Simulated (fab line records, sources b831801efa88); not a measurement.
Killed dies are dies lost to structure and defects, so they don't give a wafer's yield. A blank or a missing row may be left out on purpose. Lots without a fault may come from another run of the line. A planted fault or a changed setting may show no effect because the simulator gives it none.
Problem report in the 8D (eight disciplines) form, filled by code | flow sky130 | the parts of the form that need people (team, actions taken, sign-off) are left out

1. THE PROBLEM
CONTACT_CVD_00_THK at SKY_CONTACT_THK_MEAS_01 reads a mean of 83.8 nm on 2 wafers of 2 lots; wafers without a fault read 75.2 nm with a standard deviation of 1. That is +8.6 standard deviations from the usual mean.
First seen on wafer L796.2, day 31 17:08, on film_metro-01. The record holds 36 wafers of 12 lots with a number at this step. Rule for "out", or "out of limits": more than 4 standard deviations from the usual mean. The other wafers with a number count as sound.

2. WHAT IT IS AND WHAT IT IS NOT
question                    | is                           | is not
which readings at this step | CONTACT_CVD_00_THK           | -
which lots                  | L796, L798                   | L794, L795, L802, L808, L809, L811, L812, L814, L815, L816
which wafers of those lots  | L796.2, L798.3               | L796.3, L796.4, L798.1, L798.2
read on which gauges        | film_metro-01, film_metro-03 | film_metro-02
when                        | from day 31 17:08            | up to then (8 sound wafers); but 26 sound wafers of L798, L802, L808, L809, L811, L812, L814, L815, L816 came after

3. SUSPECTS, AND WHAT RULES EACH OUT
Counting: a tool at a process step up to the reading stays a suspect if it ran every lot that is out. Sound lots after the first of them don't rule it out here, since some wafers of a struck lot are sound.
- the gauge at SKY_CONTACT_THK_MEAS_01: ruled out. The wafers that are out were read on 2 gauges (film_metro-01, film_metro-03).
- pecvd-04 at SKY_CONTACT_CVD_00 (deposits Si3N4, target thk 75 nm): kept. It ran every lot that is out, first L796 (day 31 17:05); its last sound lot up to then is L795 (day 31 10:01).
- Within pecvd-04 at SKY_CONTACT_CVD_00: the wafers that are out ran in chamber 2; their sound lot-mates ran in chambers 0, 1.
Left after counting: pecvd-04 at SKY_CONTACT_CVD_00.

4. THE CAUSE (what the simulator had put in)
Process parameter drift: pecvd-04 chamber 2, from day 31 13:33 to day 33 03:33, at SKY_CONTACT_CVD_00. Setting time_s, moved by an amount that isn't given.
Counting left only this tool.

5. THE CHAIN OF EFFECTS, in route order
Each row: a reading whose mean over the struck wafers that have a number lies more than 3 standard deviations from the usual. Only readings for which the record gives a usual standard deviation are gone through. hours: the time from each lot's start at the first step in this table that gives one to its start at this step, as a median over the lots. sigmas: the change in usual standard deviations.
hours | step                    | reading            | usual      | on struck wafers | change | sigmas
0     | SKY_CONTACT_THK_MEAS_01 | CONTACT_CVD_00_THK | 75.2 nm    | 83.8             | +8.6   | +8.6
-     | SKY_CONTACT_ETCH_18     | oes_product_au     | 0.856 a.u. | 0.911            | +0.055 | +7.1
The process steps in it:
- SKY_CONTACT_ETCH_18: etches Si3N4 in CHF3/O2, stops on TiN, time 39 s, target depth 75 nm.
Later measuring or inspecting steps at which every struck wafer that the step has a row for has a number for every such reading, and none has moved that far: SKY_VIA1_THK_MEAS_01.

6. WHAT WOULD HAVE CAUGHT IT SOONER
In this record the first reading out of limits at a measuring or inspecting step was taken at day 31 17:08, 4 hours after the fault began at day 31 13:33.
Of the tool readings at SKY_CONTACT_CVD_00 for which the record gives a usual standard deviation, none was out on any struck wafer, so an alarm limit of 4 standard deviations on them would not have fired.
Of the lots that are out (2), L798 began SKY_CONTACT_CVD_00 on pecvd-04 after day 31 17:08. A hold on the tool at that time would have spared it.
